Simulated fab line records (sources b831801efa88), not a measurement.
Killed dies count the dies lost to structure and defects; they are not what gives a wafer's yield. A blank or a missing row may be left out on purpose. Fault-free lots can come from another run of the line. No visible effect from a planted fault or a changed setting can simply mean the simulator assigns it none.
The same fault as seen by 2 desks	flow gf180mcu	each desk holds nothing but its own numbers, with what lay behind them at the end

## THE TOOL OWNER'S DESK: rie_metal-04
The tool's own readings at GF_M1_METAL_ETCH_16 (etches the open film in Cl2/BCl3, stops on SiO2, target depth 627.5 nm, time 104.6 s): means of the sampled wafers that have a number, for each lot that ran on this tool. If a lot's mean is further than 4 standard deviations from the usual mean, the lot is out of limits and carries the mark OUT (the distance appears in the brackets).
Columns: A = drypump_motor_current_A at GF_M1_METAL_ETCH_16, usual 5.5 A; B = oes_product_au at GF_M1_METAL_ETCH_16, usual 0.972 a.u.; C = rf_fwd_power_W at GF_M1_METAL_ETCH_16, usual 796 W; D = throttle_valve_pct at GF_M1_METAL_ETCH_16, usual 28.251 %
lot	first seen here	A	B	C	D
L245	day 17 11:58	5.5	0.977	794	28.245
L246	day 17 21:32	5.5	0.974	796	28.255
L255	day 20 21:17	5.6	0.972	798	28.245
L256	day 21 09:56	5.5	0.973	793	28.244
L266	day 24 13:29	5.5	0.974	794	28.247
L268	day 25 05:46	5.3	0.975	796	28.257
This desk's finding: nothing out of limits on any of the 6 lots.

## FROM THE METROLOGY DESK
What the gauges read for every lot (on any tool): the sampled wafers with a number, averaged. If a lot's mean is further than 4 standard deviations from the usual mean, the lot is out of limits and carries the mark OUT (the distance appears in the brackets).
Columns: A = CONTACT_BOW at GF_CONTACT_BOW_MEAS_05, usual 65 um; B = V1_CVD_00_THK at GF_V1_THK_MEAS_01, usual 597 nm; C = V1_CVD_02_THK at GF_V1_THK_MEAS_03, usual 852 nm
lot	first seen here	A	B	C
L245	day 15 13:16	66	595	842
L246	day 15 22:41	65	601	857
L247	day 16 01:31	64	607	850
L248	day 16 13:15	63	604	855
L249	day 16 19:42	76	599	842
L255	day 18 19:45	60	598	851
L256	day 19 07:58	64	593	856
L257	day 19 12:50	68	597	858
L261	day 20 22:10	62	594	841
L264	day 22 02:55	68	592	858
L266	day 22 14:23	67	603	858
L268	day 23 07:16	71	599	850
This desk's finding: nothing out of limits on any of the 12 lots.

## PUT TOGETHER
The desk of the tool owner found nothing out of limits.
From the metrology desk's view, nothing was out of limits.

## WHAT THE SIMULATOR HAD INSERTED
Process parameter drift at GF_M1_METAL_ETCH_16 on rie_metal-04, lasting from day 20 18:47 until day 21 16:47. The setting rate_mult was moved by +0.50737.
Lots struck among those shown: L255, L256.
